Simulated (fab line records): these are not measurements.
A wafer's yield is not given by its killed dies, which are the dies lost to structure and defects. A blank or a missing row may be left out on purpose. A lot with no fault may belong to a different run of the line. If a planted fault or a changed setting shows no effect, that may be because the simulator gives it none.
What tool caused it? -- flow sfq-line -- at 1 step of a route of 325, 13 lots with 39 wafers sampled

== WHAT THE GAUGES SHOWED, per wafer ==
No reading from a measuring or inspecting step in the record can be judged against a usual standard deviation.

== TOOL THAT RAN EACH LOT (tool first, then ch and the chambers of the sampled wafers, then the start) ==
lot,SFQ_TRILAYER_I7_CMP_CMP_184
L675,"cmp-01 ch 0,1,3, day 76 16:18"
L679,"cmp-02 ch 1,3, day 77 11:00"
L681,"cmp-01 ch 1,2, day 77 21:23"
L687,"cmp-01 ch 0,2, day 82 20:11"
L688,"cmp-01 ch 0,2,3, day 82 23:41"
L690,"cmp-01 ch 0,2,3, day 87 03:55"
L691,"cmp-02 ch 1,2,3, day 87 15:43"
L692,"cmp-01 ch 0,2,3, day 87 18:17"
L693,"cmp-01 ch 0,3, day 87 21:17"
L694,"cmp-02 ch 1,2,3, day 88 00:43"
L696,"cmp-02 ch 0,2,3, day 88 02:53"
L695,"cmp-01 ch 0,2,3, day 88 03:22"
L698,"cmp-02 ch 0,2,3, day 88 18:49"
- SFQ_TRILAYER_I7_CMP_CMP_184: polishes SiO2.

== AS READ BY THE TOOLS THEMSELVES (means over the sampled wafers that have a number; for cases with no such wafer, the mark the record gives instead) ==
SFQ_TRILAYER_I7_CMP_CMP_184.
lot,tool,motor-current-A (A),platen-rpm (rpm),time-to-endpoint-s (s)
L675,cmp-01,11.0,60.00,224
L679,cmp-02,10.2,55.98,236
L681,cmp-01,10.4,60.04,219
L687,cmp-01,11.4,60.02,217
L688,cmp-01,11.6,60.01,219
L690,cmp-01,11.6,59.97,231
L691,cmp-02,9.9,59.98,216
L692,cmp-01,11.5,60.04,229
L693,cmp-01,11.6,59.97,231
L694,cmp-02,9.8,59.98,216
L696,cmp-02,10.0,59.97,219
L695,cmp-01,11.2,60.01,232
L698,cmp-02,9.5,60.03,216

== THE ANSWER, worked out from the rows above alone ==
Rule: what is usual is taken from the lots themselves. The widest of any qualifying gaps counts: lots, ordered by their means at a reading, are off when they make up no more than a third of the lots, leave a main group of 4 or more, and stand apart from it by 3 or more times the standard deviation of that group's means. A main group whose means are all the same, to the digits that the tables above print for the reading, isn't used. Also off: a lot with no number at a reading for which 4 or more lots have one. All remaining lots with rows at the step are treated as sound. The gauges are gone through in route order, then the tools' own readings, and for those a lot's mean is taken as printed above. At the first step where some lot is off, the reading lying furthest off is the one used; lots without a number count as furthest.
Off: L679, at SFQ_TRILAYER_I7_CMP_CMP_184 (platen-rpm). The main group has a mean of 60.00 rpm with a standard deviation of 0.026.
If a tool, at that step or one of the process steps before it, ran each lot that is off and ran no sound lot following the first of them, it fits. None of those tried fits.

== WHAT THE SIMULATOR PUT IN ==
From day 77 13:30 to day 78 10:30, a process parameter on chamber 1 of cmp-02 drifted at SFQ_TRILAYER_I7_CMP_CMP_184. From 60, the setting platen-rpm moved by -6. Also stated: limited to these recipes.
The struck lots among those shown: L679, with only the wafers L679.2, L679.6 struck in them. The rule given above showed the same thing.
